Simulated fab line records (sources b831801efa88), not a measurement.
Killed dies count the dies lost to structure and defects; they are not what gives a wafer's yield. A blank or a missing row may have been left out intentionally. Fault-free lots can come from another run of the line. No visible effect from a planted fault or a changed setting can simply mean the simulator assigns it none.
Which tool is to blame? || flow sky130 || route of 708 steps, sampled at 1 step: 11 lots, 33 wafers

== WHAT THE GAUGES READ, wafer by wafer ==
SKY_METAL2_RS_MEAS_05: uses a four-point probe to measure.
{"lot": "L499", "measured": "day 34 13:05", "on": "film_metro-01", "METAL2_ALCU_RS (ohm/sq)": "0.1306 0.1281 0.1295"}
{"lot": "L500", "measured": "day 34 19:35", "on": "film_metro-01", "METAL2_ALCU_RS (ohm/sq)": "0.1287 0.1261 0.1279"}
{"lot": "L501", "measured": "day 35 04:29", "on": "film_metro-02", "METAL2_ALCU_RS (ohm/sq)": "0.1273 0.1274 0.1274"}
{"lot": "L502", "measured": "day 35 12:23", "on": "film_metro-01", "METAL2_ALCU_RS (ohm/sq)": "0.1277 0.1260 0.1282"}
{"lot": "L503", "measured": "day 35 22:39", "on": "film_metro-04", "METAL2_ALCU_RS (ohm/sq)": "0.1263 0.1258 0.1259"}
{"lot": "L504", "measured": "day 36 08:22", "on": "film_metro-02", "METAL2_ALCU_RS (ohm/sq)": "0.1265 0.1288 0.1300"}
{"lot": "L506", "measured": "day 36 22:29", "on": "film_metro-02", "METAL2_ALCU_RS (ohm/sq)": "0.1313 0.1276 0.1302"}
{"lot": "L507", "measured": "day 36 22:50", "on": "film_metro-02", "METAL2_ALCU_RS (ohm/sq)": "0.1274 0.1237 0.1287"}
{"lot": "L512", "measured": "day 38 11:11", "on": "film_metro-01", "METAL2_ALCU_RS (ohm/sq)": "0.1275 0.1270 0.1254"}
{"lot": "L514", "measured": "day 39 07:47", "on": "film_metro-02", "METAL2_ALCU_RS (ohm/sq)": "0.1258 0.1273 0.1253"}
{"lot": "L521", "measured": "day 41 08:37", "on": "film_metro-02", "METAL2_ALCU_RS (ohm/sq)": "0.1265 0.1260 0.1262"}

== WHAT TOOL EACH LOT RAN ON (gives the tool, then ch and the chambers of the sampled wafers, and finally the start) ==
The record holds no process step before these readings.

== THE ANSWER, worked out from the rows above alone ==
Rule: what is usual is taken from the lots themselves. Put in order of their means at a reading, lots are off if they are a third of the lots or fewer, leave a main group of 4 or more, and stand apart from it by a gap of 3 or more times the standard deviation of the main group's means; of several such gaps the widest counts. The tables above print the reading to a certain number of digits; a main group whose means all agree to those digits is not used. Also off: a lot with no number at a reading for which 4 or more lots have one. Any other lot the step has rows for is counted as sound.
None of the lots is off at any reading shown; this tells nothing.

== WHAT HAD BEEN PUT IN BY THE SIMULATOR ==
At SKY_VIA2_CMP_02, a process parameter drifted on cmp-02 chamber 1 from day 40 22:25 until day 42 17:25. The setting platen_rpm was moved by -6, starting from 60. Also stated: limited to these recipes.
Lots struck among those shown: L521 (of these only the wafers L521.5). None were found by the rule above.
